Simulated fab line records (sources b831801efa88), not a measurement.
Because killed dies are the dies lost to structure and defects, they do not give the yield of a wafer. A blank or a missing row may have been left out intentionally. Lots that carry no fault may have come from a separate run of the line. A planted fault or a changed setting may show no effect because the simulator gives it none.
Problem report, 8D (eight disciplines) form, completed by code || flow sky130 || the parts of the form that need people (team, actions taken, sign-off) are left out

1. PROBLEM STATEMENT
A mean of 127 is read at SKY_PAD_OPEN_PROBE_99 for killedDies, taken on 1 wafer of 1 lot, against 85 (standard deviation 8.7) on wafers free of any fault. That is +4.8 standard deviations from the usual mean.
First seen on wafer L104.2, day 50 05:04, on prober-01. The record has a number at this step for 36 wafers belonging to 12 lots. Rule for "out", or "out of limits": more than 4 standard deviations from the usual mean. All remaining wafers that have a number are taken as sound.

2. WHAT THIS IS AND IS NOT
{"question": "which readings at this step", "is": "killedDies, defectLimitedYield, sort_bin_3_pad_short, sortNPass, sortYieldPct", "is not": "killed_at_M4_up, killedAtFrontEnd, killedAtOther, killedOpen, killedShort, sort_bin_6_memory"}
{"question": "which lots", "is": "L104", "is not": "L101, L984, L985, L986, L987, L988, L991, L994, L995, L996, L999"}
{"question": "which wafers of those lots", "is": "L104.2", "is not": "L104.1, L104.6"}
{"question": "read on which tools", "is": "prober-01", "is not": "prober-02"}
{"question": "when", "is": "from day 50 05:04", "is not": "up to then (34 sound wafers); but 1 sound wafer of L104 came after"}

3. WHAT RULES OUT EACH SUSPECT
Counting: a tool at a process step up to the reading stays a suspect if it ran every lot that is out. Sound lots after the first of them don't rule it out here, since some wafers of a struck lot are sound.
- rieDiel-02 at SKY_POLY_GATE_ETCH_16 (etches Si3N4 in CH3F/O2, stops on poly-Si, time 147.5 s, target depth 75 nm): kept. It ran the lot that is out, L104 (day 23 12:50); its last sound lot up to then is L101 (day 22 21:14).
- rieDiel-03 at SKY_VIA2_ETCH_15 (etches SiO2 in C4F8/O2/Ar, stops on TiN, target depth 546 nm, time 84 s): kept. It ran the lot that is out, L104 (day 42 01:28); its last sound lot up to then is L101 (day 41 15:07).
- prober-01 at SKY_PAD_OPEN_PROBE_99: kept. It ran the lot that is out, L104 (day 50 05:01); its last sound lot up to then is L101 (day 49 21:16). Out on those wafers are its own readings of defectLimitedYield, killedDies, sort_bin_3_pad_short, sortNPass, sortYieldPct.
- Within rieDiel-02 at SKY_POLY_GATE_ETCH_16, the wafers that are out were processed in chamber 1 and their sound lot-mates in chamber 0.
- rieDiel-03, SKY_VIA2_ETCH_15: wafers that are out in chamber 0, sound lot-mates in chambers 2, 3.
rieDiel-02 at SKY_POLY_GATE_ETCH_16, rieDiel-03 at SKY_VIA2_ETCH_15 and prober-01 at SKY_PAD_OPEN_PROBE_99 are what is left after counting.

4. THE CAUSE (what the simulator had put in)
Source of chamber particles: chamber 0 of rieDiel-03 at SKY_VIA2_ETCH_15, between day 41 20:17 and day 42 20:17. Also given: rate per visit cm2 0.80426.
Counting leaves 3 suspects; this tool is one of them.

5. THE EFFECT CHAIN, in route order
Rows list readings where the struck wafers' mean (over those with a number) sits beyond 3 standard deviations from the usual. Only readings for which the record gives a usual standard deviation are gone through. hours: the time from each lot's start at the first step in this table that gives one to its start at this step, as a median over the lots. sigmas: the change in usual standard deviations.
{"hours": 0, "step": "SKY_PAD_OPEN_PROBE_99", "reading": "defectLimitedYield", "usual": "82.7 %", "on struck wafers": 74.2, "change": -8.5, "sigmas": -4.7}
{"hours": 0, "step": "SKY_PAD_OPEN_PROBE_99", "reading": "killed_at_M0_to_M3", "usual": 44, "on struck wafers": 71, "change": "+27", "sigmas": "+4.0"}
{"hours": 0, "step": "SKY_PAD_OPEN_PROBE_99", "reading": "killedDies", "usual": 85, "on struck wafers": 127, "change": "+42", "sigmas": "+4.8"}
{"hours": 0, "step": "SKY_PAD_OPEN_PROBE_99", "reading": "sort_bin_3_pad_short", "usual": "0.9 %", "on struck wafers": 2.8, "change": "+1.9", "sigmas": "+4.4"}
{"hours": 0, "step": "SKY_PAD_OPEN_PROBE_99", "reading": "sort_bin_5_function", "usual": "10.1 %", "on struck wafers": 15.7, "change": "+5.6", "sigmas": "+4.0"}
{"hours": 0, "step": "SKY_PAD_OPEN_PROBE_99", "reading": "sortNPass", "usual": 407, "on struck wafers": 365, "change": -42, "sigmas": -4.8}
{"hours": 0, "step": "SKY_PAD_OPEN_PROBE_99", "reading": "sortYieldPct", "usual": "82.7 %", "on struck wafers": 74.2, "change": -8.5, "sigmas": -4.7}
It contains these process steps:
- SKY_PAD_OPEN_PROBE_99

6. HOW IT WOULD HAVE BEEN CAUGHT EARLIER
First out-of-limits reading in this record: day 50 05:04, which is 201 hours after fault onset at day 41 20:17.
Tool readings at SKY_VIA2_ETCH_15 with a usual standard deviation given in the record: none out on any struck wafer, hence no alarm at a limit of 4 standard deviations on them.
By day 50 05:04 the whole set of lots that are out, 1 in number, had already begun SKY_VIA2_ETCH_15 on rieDiel-03. Holding the tool at that point would not have protected any of them.
